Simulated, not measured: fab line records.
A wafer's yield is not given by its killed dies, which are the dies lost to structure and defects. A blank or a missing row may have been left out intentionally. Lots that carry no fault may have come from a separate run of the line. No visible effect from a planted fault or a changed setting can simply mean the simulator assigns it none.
fab line records -- flow sky130
record lots=5, wafers=15, last-day=49
route steps=708 shown METAL3@569 VIA3@573
lots with no fault: from the same line, run without faults
start-h: the number of hours between the record's first day and the start of the first shown wafer of the lot -- wait-h: hours elapsed since this lot's preceding step -- " same as the row above -- L1.1+2: several wafers, shown together as one row -- - no value, or no start was given -- * or withheld: withheld -- < > ~ a bound
route shown NAME@n: names a module that has steps shown in the file, with the first one's number in the route -- usual: mean/standard deviation of fault-free wafers -- same: alike in all rows -- chamber/n: place in a boat -- sites: readings site by site -- _std_site: the values' standard deviation -- _edge_site: the outer-site mean with the inner-site mean subtracted -- radius-mm: for every site, how far away it sits from the centre of the wafer -- mask NAME#n: copy n -- behind: the last tool/chamber to shape the wafer -- hold: the reason the lot was held/the length of the hold in hours/how it ended -- device: whichever transistor did not switch (one of n, p or np) -- end of line: the route-end tests of the same wafers -- a step without rows: its recipe alone -- killed: count of dies lost to structure and defects at first sort (not the wafer's yield) -- map: a wafer's dies, x killed, . not, _ none there
set.NAME: the setting that was run; set.NAME@STEP: the one run at that earlier step -- model.NAME: the simulator's own value behind a step, which no gauge read
lots at some steps of the route; a table a step, a row a wafer
services: the hour from which a tool's chamber was out of use, counted from the record's first day as start-h (under 0 if before that day), plus the number of hours and why
## steps
# step SKY_METAL3_STRIP_19
# recipe chemistry=O2/N2, power-w=1400, pressure-mtorr=1500, platen-temp-c=withheld, o2-flow-sccm=3000, n2-flow-sccm=300, overash-fraction=0.5
# usual drypump-motor-current-A=5.69/0.17, oes-product-au=0.504/0.0057, strip-time-to-endpoint-s=6.55/0.062
lot.wafer,tool,chamber,start-h,wait-h,drypump-motor-current-A,oes-product-au,rf-hours-counter-h,strip-time-to-endpoint-s
L084.2,plasma-asher-03,1,972.97,0.1,5.88,0.497,51,6.47
L084.4,plasma-asher-03,1,972.97,0.1,5.90,0.498,-,6.49
L084.6,plasma-asher-03,1,972.97,0.1,5.88,0.505,-,6.47
L087.1,plasma-asher-03,1,986.56,0.1,5.90,0.505,53,6.61
L087.2,plasma-asher-03,0,986.56,0.1,5.53,0.518,53,6.66
L087.4,plasma-asher-03,0,986.56,0.1,5.53,0.497,-,6.53
L088.2,plasma-asher-02,0,999.48,0.1,5.64,0.510,89,6.57
L088.3,plasma-asher-02,1,999.48,0.1,5.63,0.513,-,6.61
L088.5,plasma-asher-02,0,999.48,0.1,5.66,0.504,-,6.61
L090.3,plasma-asher-03,0,1015.51,0.1,5.53,0.509,-,6.60
L090.4,plasma-asher-03,1,1015.51,0.1,5.90,0.507,-,6.56
L090.5,plasma-asher-03,1,1015.51,0.1,5.90,0.498,-,6.60
L093.1,plasma-asher-02,0,1026.13,0.1,5.67,0.509,92,6.57
L093.5,plasma-asher-02,1,1026.13,0.1,5.65,0.503,-,6.61
L093.6,plasma-asher-02,0,1026.13,0.1,5.65,0.498,-,6.57
# step SKY_METAL3_STRIP_20
# recipe chemistry=post-etch-residue-remover, time-s=1200, temp-c=72.5
lot.wafer,tool,chamber,start-h,wait-h
L084.2+4+6,wet-bench-04,0,973.07,0.1
L087.1+2+4,wet-bench-02,1,986.66,0.1
L088.2+3+5,wet-bench-04,0,999.58,0.1
L090.3+4+5,wet-bench-03,3,1015.58,0.0
L093.1+5+6,wet-bench-03,3,1026.23,0.1
# step SKY_METAL3_CLEAN_21
# recipe chemistry=IPA, time-s=180, temp-c=25
lot.wafer,tool,chamber,start-h,wait-h
L084.2+4+6,wet-bench-02,2,973.42,0.0
L087.1+2+4,wet-bench-03,3,987.03,0.0
L088.2+3+5,wet-bench-04,0,999.92,0.0
L090.3+4+5,wet-bench-02,0,1015.92,0.0
L093.1+5+6,wet-bench-04,1,1026.57,0.0
# step SKY_METAL3_CLEAN_22
# recipe chemistry=O3/DIW, dry=n2-spin
lot.wafer,tool,chamber,start-h,wait-h
L084.2+4+6,wet-bench-03,3,973.48,0.0
L087.1+2+4,wet-bench-04,0,987.10,0.0
L088.2+3+5,wet-bench-04,1,999.98,0.0
L090.3+4+5,wet-bench-03,2,1015.98,0.0
L093.1+5+6,wet-bench-03,2,1026.63,0.0
# step SKY_VIA3_HDPCVD_00
# recipe material=SiO2, target-thk-nm=1635, sigma-open-frac=0.3, time-s=272.5, temp-c=400, sih4-flow-sccm=60, pressure-mtorr=6
lot.wafer,tool,chamber,start-h,wait-h
L084.2+4+6,hdpcvd-02,"0,0,1",973.57,0.0
L087.1+2+4,hdpcvd-02,"1,2,2",987.19,0.0
L088.2+3+5,hdpcvd-01,"2,0,0",1000.07,0.0
L090.3+4+5,hdpcvd-01,"2,1,2",1016.07,0.0
L093.1+5+6,hdpcvd-01,"1,1,2",1026.72,0.0
# step SKY_VIA3_THK_MEAS_01
# recipe reads=SiO2_of_VIA3_HDPCVD_00
# usual VIA3_HDPCVD_THK=1635/16
lot.wafer,tool,chamber,start-h,wait-h,VIA3_HDPCVD_THK[nm]
L084.2,film-metro-02,-,973.75,0.1,1615
L084.4,film-metro-02,-,973.75,0.1,1646
L084.6,film-metro-02,-,973.75,0.1,1645
L087.1,film-metro-01,-,987.36,0.1,1649
L087.2,film-metro-01,-,987.36,0.1,1640
L087.4,film-metro-01,-,987.36,0.1,1622
L088.2,film-metro-02,-,1000.24,0.1,1627
L088.3,film-metro-02,-,1000.24,0.1,1647
L088.5,film-metro-02,-,1000.24,0.1,1643
L090.3,film-metro-02,-,1016.25,0.1,1600
L090.4,film-metro-02,-,1016.25,0.1,1610
L090.5,film-metro-02,-,1016.25,0.1,1592
L093.1,film-metro-01,-,1026.89,0.1,1643
L093.5,film-metro-01,-,1026.89,0.1,1638
L093.6,film-metro-01,-,1026.89,0.1,1606
# step SKY_VIA3_CMP_02
# recipe material=SiO2, down-force-psi=4, platen-rpm=60, pad-velocity-m-s=0.94248
# usual motor-current-A=11.4/0.95
lot.wafer,tool,chamber,start-h,wait-h,motor-current-A
L084.2,cmp-02,3,973.85,0.1,11.5
L084.4,cmp-02,1,973.85,0.1,10.1
L084.6,cmp-02,2,973.85,0.1,12.2
L087.1,cmp-01,1,987.42,0.1,11.7
L087.2,cmp-01,3,987.42,0.1,10.3
L087.4,cmp-01,0,987.42,0.1,12.8
L088.2,cmp-01,0,1000.29,0.0,12.2
L088.3,cmp-01,1,1000.29,0.0,11.5
L088.5,cmp-01,0,1000.29,0.0,12.4
L090.4,cmp-01,3,1016.29,0.0,10.2
L090.3,cmp-01,2,1016.29,0.0,10.8
L090.5,cmp-01,0,1016.29,0.0,12.4
L093.1,cmp-02,3,1027.00,0.1,10.4
L093.5,cmp-02,2,1027.00,0.1,12.6
L093.6,cmp-02,3,1027.00,0.1,10.6
# step SKY_VIA3_BOW_MEAS_03
# recipe mode=bow
# usual VIA3_BOW=81/7.5
lot.wafer,tool,chamber,start-h,wait-h,VIA3_BOW[um]
L084.2,film-metro-01,-,974.12,0.2,84
L084.4,film-metro-01,-,974.12,0.2,87
L084.6,film-metro-01,-,974.12,0.2,87
L087.1,film-metro-01,-,987.72,0.2,75
L087.2,film-metro-01,-,987.72,0.2,67
L087.4,film-metro-01,-,987.72,0.2,92
L088.2,film-metro-02,-,1000.61,0.3,79
L088.3,film-metro-02,-,1000.61,0.3,79
L088.5,film-metro-02,-,1000.61,0.3,74
L090.3,film-metro-03,-,1016.63,0.1,63
L090.4,film-metro-03,-,1016.63,0.1,82
L090.5,film-metro-03,-,1016.63,0.1,74
L093.1,film-metro-01,-,1027.25,0.2,78
L093.5,film-metro-01,-,1027.25,0.2,88
L093.6,film-metro-01,-,1027.25,0.2,76
# step SKY_VIA3_DEHYDRATE_04
# recipe temp-c=200, time-s=60
lot.wafer,tool,chamber,start-h,wait-h
L084.2+4+6,litho-track-02,0,985.37,11.2
L087.1+2+4,litho-track-04,0,998.92,11.2
L088.2+3+5,litho-track-04,0,1011.29,10.7
L090.3+4+5,litho-track-04,0,1027.97,11.3
L093.1+5+6,litho-track-04,0,1037.32,10.1
# step SKY_VIA3_HMDS_05
# recipe prime-time-s=60, prime-temp-c=120
lot.wafer,tool,chamber,start-h,wait-h
L084.2+4+6,litho-track-02,0,985.52,0.1
L087.1+2+4,litho-track-04,0,999.07,0.1
L088.2+3+5,litho-track-04,0,1011.44,0.1
L090.3+4+5,litho-track-04,0,1028.12,0.1
L093.1+5+6,litho-track-04,0,1037.47,0.1
# step SKY_VIA3_COAT_06
# recipe resist=BARC, temp-c=withheld, time-s=withheld, spin-rpm=3000, resist-thk-nm=60
lot.wafer,tool,chamber,start-h,wait-h
L084.2+4+6,litho-track-02,0,985.67,0.1
L087.1+2+4,litho-track-04,0,999.22,0.1
L088.2+3+5,litho-track-04,0,1011.59,0.1
L090.3+4+5,litho-track-04,0,1028.27,0.1
L093.1+5+6,litho-track-04,0,1037.62,0.1
# step SKY_VIA3_COAT_07
# recipe resist=KrF-thick, spin-rpm=3000, resist-thk-nm=450
lot.wafer,tool,chamber,start-h,wait-h
L084.2+4+6,litho-track-02,0,-,-
L087.1+2+4,litho-track-04,0,-,-
L088.2+3+5,litho-track-04,0,-,-
L090.3+4+5,litho-track-04,0,-,-
L093.1+5+6,litho-track-04,0,-,-
# step SKY_VIA3_SOFTBAKE_08
# recipe temp-c=100, time-s=90, resist=KrF-thick
lot.wafer,tool,chamber,start-h,wait-h
L084.2+4+6,litho-track-02,0,-,-
L087.1+2+4,litho-track-04,0,-,-
L088.2+3+5,litho-track-04,0,-,-
L090.3+4+5,litho-track-04,0,-,-
L093.1+5+6,litho-track-04,0,-,-
# step SKY_VIA3_EXPOSE_09
# recipe mask-id=VIM3, na=0.8, source-shape=annular, sigma-inner=0.55, sigma-outer=0.85, target-cd-nm=200, dose-mj=38
lot.wafer,tool,chamber,start-h,wait-h,mask
L084.2+4+6,krf-scanner-01,0,-,-,VIM3#0
L087.1+2+4,krf-scanner-01,0,-,-,VIM3#0
L088.2+3+5,krf-scanner-01,0,-,-,VIM3#0
L090.3+4+5,krf-scanner-01,0,-,-,VIM3#0
L093.1+5+6,krf-scanner-02,0,-,-,VIM3#0
# step SKY_VIA3_PEB_10
# recipe peb-temp-c=withheld, peb-time-s=withheld, resist=KrF-thick
lot.wafer,tool,chamber,start-h,wait-h
L084.2+4+6,litho-track-04,0,-,-
L087.1+2+4,litho-track-04,0,-,-
L088.2+3+5,litho-track-03,0,-,-
L090.3+4+5,litho-track-04,0,-,-
L093.1+5+6,litho-track-03,0,-,-
# step SKY_VIA3_DEVELOP_11
# recipe develop-time-s=60, resist=KrF-thick, dev-temp-c=21
lot.wafer,tool,chamber,start-h,wait-h
L084.2+4+6,litho-track-04,0,-,-
L087.1+2+4,litho-track-04,0,-,-
L088.2+3+5,litho-track-03,0,-,-
L090.3+4+5,litho-track-04,0,-,-
L093.1+5+6,litho-track-03,0,-,-
# step SKY_VIA3_CD_MEAS_12
# recipe target-cd-nm=200
# usual cd-nm=199.7/1.3
lot.wafer,tool,chamber,start-h,wait-h,cd-nm
L084.2,cd-sem-02,-,997.74,-,198.1
L084.4,cd-sem-02,-,997.74,-,200.6
L084.6,cd-sem-02,-,997.74,-,201.2
L087.1,cd-sem-01,-,1011.27,-,200.3
L087.2,cd-sem-01,-,1011.27,-,201.0
L087.4,cd-sem-01,-,1011.27,-,200.6
L088.2,cd-sem-01,-,1023.45,-,199.5
L088.3,cd-sem-01,-,1023.45,-,198.4
L088.5,cd-sem-01,-,1023.45,-,199.4
L090.3,cd-sem-02,-,1039.31,-,200.2
L090.4,cd-sem-02,-,1039.31,-,199.9
L090.5,cd-sem-02,-,1039.31,-,199.1
L093.1,cd-sem-01,-,1049.78,-,198.1
L093.5,cd-sem-01,-,1049.78,-,198.6
L093.6,cd-sem-01,-,1049.78,-,198.5
# step SKY_VIA3_OVL_MEAS_13
# usual VIA3_OVL=4/4.7
lot.wafer,tool,chamber,start-h,wait-h,VIA3_OVL[nm]
L084.2,overlay-02,-,997.84,0.1,6
L084.4,overlay-02,-,997.84,0.1,5
L084.6,overlay-02,-,997.84,0.1,8
L087.1,overlay-02,-,1011.39,0.1,1
L087.2,overlay-02,-,1011.39,0.1,8
L087.4,overlay-02,-,1011.39,0.1,-2
L088.2,overlay-02,-,1023.56,0.1,5
L088.3,overlay-02,-,1023.56,0.1,2
L088.5,overlay-02,-,1023.56,0.1,2
L090.3,overlay-02,-,1039.40,0.1,2
L090.4,overlay-02,-,1039.40,0.1,1
L090.5,overlay-02,-,1039.40,0.1,6
L093.1,overlay-01,-,1049.90,0.1,6
L093.5,overlay-01,-,1049.90,0.1,6
L093.6,overlay-01,-,1049.90,0.1,9
# step SKY_VIA3_ETCH_14
# recipe chemistry=N2/H2, target=BARC, ion-energy-ev=200, source-w=500, bias-w=100, pressure-mtorr=30, n2-flow-sccm=100, h2-flow-sccm=200, stop-on=SiO2, time-s=45.9, target-depth-a=600
# usual drypump-motor-current-A=5.6/0.53, h2-flow-sccm=200.0/0.59, oes-product-au=0.854/0.005, rf-fwd-power-W=494.2/1.9, throttle-valve-pct=13.224/0.009
lot.wafer,tool,chamber,start-h,wait-h,drypump-motor-current-A,h2-flow-sccm,oes-product-au,rf-fwd-power-W,rf-hours-counter-h,throttle-valve-pct
L084.2,rie-diel-04,1,997.87,0.0,6.6,199.8,0.861,495.9,10,13.226
L084.4,rie-diel-04,2,997.87,0.0,5.0,199.6,0.856,496.1,-,13.221
L084.6,rie-diel-04,1,997.87,0.0,6.6,199.9,0.853,494.3,-,13.222
L087.1,rie-diel-02,3,1011.42,0.0,6.0,199.6,0.861,497.3,22,13.222
L087.2,rie-diel-02,2,1011.42,0.0,5.8,199.8,0.856,495.9,24,13.228
L087.4,rie-diel-02,1,1011.42,0.0,6.0,199.5,0.862,494.1,30,13.223
L088.2,rie-diel-03,1,1023.59,0.0,6.0,199.6,0.863,492.8,22,13.222
L088.3,rie-diel-03,3,1023.59,0.0,4.8,199.1,0.851,493.1,9,13.226
L088.5,rie-diel-03,3,1023.59,0.0,4.8,200.3,0.859,491.2,-,13.215
L090.3,rie-diel-04,0,1039.42,0.0,5.5,198.7,0.852,495.8,21,13.229
L090.4,rie-diel-04,1,1039.42,0.0,6.5,199.3,0.853,492.7,11,13.213
L090.5,rie-diel-04,3,1039.42,0.0,6.0,199.3,0.852,499.1,-,13.242
L093.1,rie-diel-02,1,1049.94,0.0,5.9,199.9,0.847,491.7,31,13.234
L093.5,rie-diel-02,1,1049.94,0.0,6.0,200.3,0.862,494.0,-,13.216
L093.6,rie-diel-02,2,1049.94,0.0,5.8,199.4,0.853,489.6,-,13.228
# step SKY_VIA3_ETCH_15
# recipe target=SiO2, chemistry=C4F8/O2/Ar, target-depth-nm=507, stop-on=TiN, mask-material=KrF-thick, source-w=1500, bias-w=1200, pressure-mtorr=40, c4f8-flow-sccm=withheld, O2_flow_sccm=6, Ar_flow_sccm=300, time-s=78
# usual oes-product-au=0.946/0.0049, rf-fwd-power-W=1487/5
lot.wafer,tool,chamber,start-h,wait-h,oes-product-au,rf-fwd-power-W,rf-hours-counter-h
L084.2,rie-diel-04,1,997.92,0.0,0.945,1488,10
L084.4,rie-diel-04,2,997.92,0.0,0.944,1487,-
L084.6,rie-diel-04,1,997.92,0.0,0.951,1490,-
L087.1,rie-diel-02,3,1011.47,0.0,0.953,1488,22
L087.2,rie-diel-02,2,1011.47,0.0,0.941,1487,24
L087.4,rie-diel-02,1,1011.47,0.0,0.936,1492,30
L088.2,rie-diel-03,1,1023.63,0.0,0.944,1491,22
L088.3,rie-diel-03,3,1023.63,0.0,0.941,1482,9
L088.5,rie-diel-03,3,1023.63,0.0,0.946,1475,-
L090.3,rie-diel-04,0,1039.47,0.0,0.943,1495,21
L090.4,rie-diel-04,1,1039.47,0.0,0.943,1486,11
L090.5,rie-diel-04,3,1039.47,0.0,0.946,1488,-
L093.1,rie-diel-02,1,1049.98,0.0,0.936,1488,31
L093.5,rie-diel-02,1,1049.98,0.0,0.947,1484,-
L093.6,rie-diel-02,2,1049.98,0.0,0.956,1493,-
# step SKY_VIA3_STRIP_16
# recipe chemistry=O2/N2, power-w=1400, pressure-mtorr=1500, platen-temp-c=withheld, o2-flow-sccm=3000, n2-flow-sccm=300, overash-fraction=0.5
# usual drypump-motor-current-A=5.58/0.27, oes-product-au=0.402/0.0045, strip-time-to-endpoint-s=4.119/0.023
lot.wafer,tool,chamber,start-h,wait-h,drypump-motor-current-A,oes-product-au,rf-hours-counter-h,strip-time-to-endpoint-s
L084.2,plasma-asher-02,0,997.98,0.0,5.66,0.410,89,4.125
L084.4,plasma-asher-02,0,997.98,0.0,5.65,0.402,-,4.106
L084.6,plasma-asher-02,0,997.98,0.0,5.66,0.394,-,4.120
L087.1,plasma-asher-01,1,1011.53,0.0,5.46,0.401,26,4.093
L087.2,plasma-asher-01,0,1011.53,0.0,5.95,0.395,26,4.120
L087.4,plasma-asher-01,0,1011.53,0.0,5.94,0.404,-,4.134
L088.2,plasma-asher-04,0,1023.69,0.0,5.45,0.404,122,4.078
L088.3,plasma-asher-04,1,1023.69,0.0,4.89,0.395,-,4.099
L088.5,plasma-asher-04,1,1023.69,0.0,4.89,0.402,-,4.111
L090.3,plasma-asher-02,1,1039.56,0.1,5.62,0.409,-,4.112
L090.4,plasma-asher-02,0,1039.56,0.1,5.66,0.398,-,4.135
L090.5,plasma-asher-02,1,1039.56,0.1,5.64,0.403,-,4.129
L093.1,plasma-asher-01,0,1050.04,0.0,5.94,0.403,28,4.158
L093.5,plasma-asher-01,0,1050.04,0.0,5.91,0.399,-,4.152
L093.6,plasma-asher-01,1,1050.04,0.0,5.46,0.402,-,4.132
# step SKY_VIA3_STRIP_17
# recipe chemistry=post-etch-residue-remover, time-s=1200, temp-c=72.5
lot.wafer,tool,chamber,start-h,wait-h
L084.2+4+6,wet-bench-01,3,998.08,0.1
L087.1+2+4,wet-bench-01,1,1011.63,0.1
L088.2+3+5,wet-bench-03,0,1023.79,0.1
L090.3+4+5,wet-bench-01,0,1039.63,0.0
L093.1+5+6,wet-bench-01,2,1050.14,0.1
# step SKY_VIA3_CLEAN_18
# recipe chemistry=IPA, time-s=180, temp-c=25
lot.wafer,tool,chamber,start-h,wait-h
L084.2+4+6,wet-bench-03,2,998.42,0.0
L087.1+2+4,wet-bench-03,0,1011.97,0.0
L088.2+3+5,wet-bench-01,2,1024.13,0.0
L090.3+4+5,wet-bench-03,1,1039.97,0.0
L093.1+5+6,wet-bench-03,0,1050.55,0.0
# step SKY_VIA3_CLEAN_19
# recipe chemistry=O3/DIW, dry=n2-spin
lot.wafer,tool,chamber,start-h,wait-h
L084.2+4+6,wet-bench-01,2,998.48,0.0
L087.1+2+4,wet-bench-01,3,1012.03,0.0
L088.2+3+5,wet-bench-01,2,1024.19,0.0
L090.3+4+5,wet-bench-01,0,1040.03,0.0
L093.1+5+6,wet-bench-02,3,1050.61,0.0
# step SKY_VIA3_SPUTTER_20
# recipe material=TiN, target-thk-nm=20, chamber-pressure-pa=5, power-w=4000, time-s=80
# usual throttle-valve-pct=30.0/0.93
lot.wafer,tool,chamber,start-h,wait-h,throttle-valve-pct
L084.2,pvd-sputter-02,-,998.57,0.0,28.8
L084.4,pvd-sputter-02,-,998.57,0.0,28.1
L084.6,pvd-sputter-02,-,998.57,0.0,31.5
L087.1,pvd-sputter-02,-,1012.12,0.0,29.0
L087.2,pvd-sputter-02,-,1012.12,0.0,31.5
L087.4,pvd-sputter-02,-,1012.12,0.0,28.5
L088.2,pvd-sputter-01,-,1024.28,0.0,30.6
L088.3,pvd-sputter-01,-,1024.28,0.0,28.8
L088.5,pvd-sputter-01,-,1024.28,0.0,28.7
L090.3,pvd-sputter-01,-,1040.12,0.0,29.9
L090.4,pvd-sputter-01,-,1040.12,0.0,31.2
L090.5,pvd-sputter-01,-,1040.12,0.0,29.8
L093.1,pvd-sputter-04,-,1050.70,0.0,30.4
L093.5,pvd-sputter-04,-,1050.70,0.0,29.4
L093.6,pvd-sputter-04,-,1050.70,0.0,30.5
# step SKY_VIA3_CVD_21
# recipe material=W, target-thk-nm=390, time-s=117.31, temp-c=400, pressure-torr=40
# usual chamber-pressure-Torr=40.00/0.084, heater-power-w=901/79
lot.wafer,tool,chamber,start-h,wait-h,chamber-pressure-Torr,heater-power-w
L084.2,cvd-w-02,1,998.63,0.0,40.11,989
L084.4,cvd-w-02,1,998.63,0.0,40.08,960
L084.6,cvd-w-02,1,998.63,0.0,39.92,1006
L087.1,cvd-w-01,0,1012.18,0.0,40.01,784
L087.2,cvd-w-01,1,1012.18,0.0,39.94,875
L087.4,cvd-w-01,1,1012.18,0.0,39.96,868
L088.2,cvd-w-01,1,1024.34,0.0,40.07,860
L088.3,cvd-w-01,0,1024.34,0.0,39.95,752
L088.5,cvd-w-01,1,1024.34,0.0,39.97,880
L090.3,cvd-w-02,0,1040.22,0.1,39.90,938
L090.4,cvd-w-02,1,1040.22,0.1,40.00,974
L090.5,cvd-w-02,0,1040.22,0.1,40.02,923
L093.1,cvd-w-02,1,1050.76,0.0,40.08,994
L093.5,cvd-w-02,0,1050.76,0.0,39.94,909
L093.6,cvd-w-02,1,1050.76,0.0,39.98,997
# step SKY_VIA3_RS_MEAS_22
# recipe thk-meas-gauge=four-point-probe, reads=W_of_VIA3_CVD_21+TiN_of_VIA3_SPUTTER_20
# usual VIA3_W_RS=0.2924/0.0028
lot.wafer,tool,chamber,start-h,wait-h,VIA3_W_RS[ohm/sq]
L084.2,film-metro-01,-,998.78,0.1,0.2946
L084.4,film-metro-01,-,998.78,0.1,0.2954
L084.6,film-metro-01,-,998.78,0.1,0.2971
L087.1,film-metro-03,-,1012.30,0.1,0.2934
L087.2,film-metro-03,-,1012.30,0.1,0.2945
L087.4,film-metro-03,-,1012.30,0.1,0.2930
L088.2,film-metro-03,-,1024.49,0.1,0.2940
L088.3,film-metro-03,-,1024.49,0.1,0.2878
L088.5,film-metro-03,-,1024.49,0.1,0.2947
L090.3,film-metro-03,-,1040.34,0.1,0.2912
L090.4,film-metro-03,-,1040.34,0.1,0.2886
L090.5,film-metro-03,-,1040.34,0.1,0.2930
L093.1,film-metro-03,-,1050.88,0.1,0.2936
L093.5,film-metro-03,-,1050.88,0.1,0.2942
L093.6,film-metro-03,-,1050.88,0.1,0.2937
# step SKY_VIA3_THK_MEAS_23
# recipe thk-meas-gauge=xrf, reads=W_of_VIA3_CVD_21
# usual VIA3_W_THK=404/5.7
lot.wafer,tool,chamber,start-h,wait-h,VIA3_W_THK[nm]
L084.2,film-metro-01,-,998.89,0.1,406
L084.4,film-metro-01,-,998.89,0.1,406
L084.6,film-metro-01,-,998.89,0.1,401
L087.1,film-metro-03,-,1012.42,0.1,403
L087.2,film-metro-03,-,1012.42,0.1,401
L087.4,film-metro-03,-,1012.42,0.1,401
L088.2,film-metro-03,-,1024.60,0.1,403
L088.3,film-metro-03,-,1024.60,0.1,410
L088.5,film-metro-03,-,1024.60,0.1,400
L090.3,film-metro-03,-,1040.44,0.1,407
L090.4,film-metro-03,-,1040.44,0.1,411
L090.5,film-metro-03,-,1040.44,0.1,406
L093.1,film-metro-03,-,1051.00,0.1,404
L093.5,film-metro-03,-,1051.00,0.1,404
L093.6,film-metro-03,-,1051.00,0.1,405
## services
tool,chamber,start-h,hours,kind
hdpcvd-01,-,950.25,15.0,pm
rie-diel-04,1,950.72,9.9,repair
plasma-asher-02,-,956.81,2.3,repair
krf-scanner-01,-,960.05,0.3,repair
krf-scanner-02,-,961.89,1.6,repair
hdpcvd-02,-,965.25,2.8,pm
krf-scanner-01,-,966.37,1.3,pm
cmp-01,-,971.26,0.4,repair
krf-scanner-02,-,973.23,1.3,pm
plasma-asher-04,-,974.96,3.3,repair
krf-scanner-01,-,977.91,0.2,repair
rie-diel-04,-,981.80,2.8,pm
rie-diel-04,3,986.33,13.8,repair
rie-diel-03,3,986.34,3.0,repair
krf-scanner-01,-,988.25,4.0,pm
plasma-asher-04,-,997.94,14.6,pm
hdpcvd-02,2,1006.11,5.4,repair
rie-diel-02,1,1016.19,3.3,repair
wet-bench-02,-,1022.74,8.8,repair
plasma-asher-01,-,1023.27,15.6,pm
krf-scanner-01,-,1031.09,0.8,pm
cmp-01,-,1037.66,0.2,repair
krf-scanner-01,-,1040.39,4.4,pm
rie-diel-02,3,1047.97,2.8,repair
## key
fault none
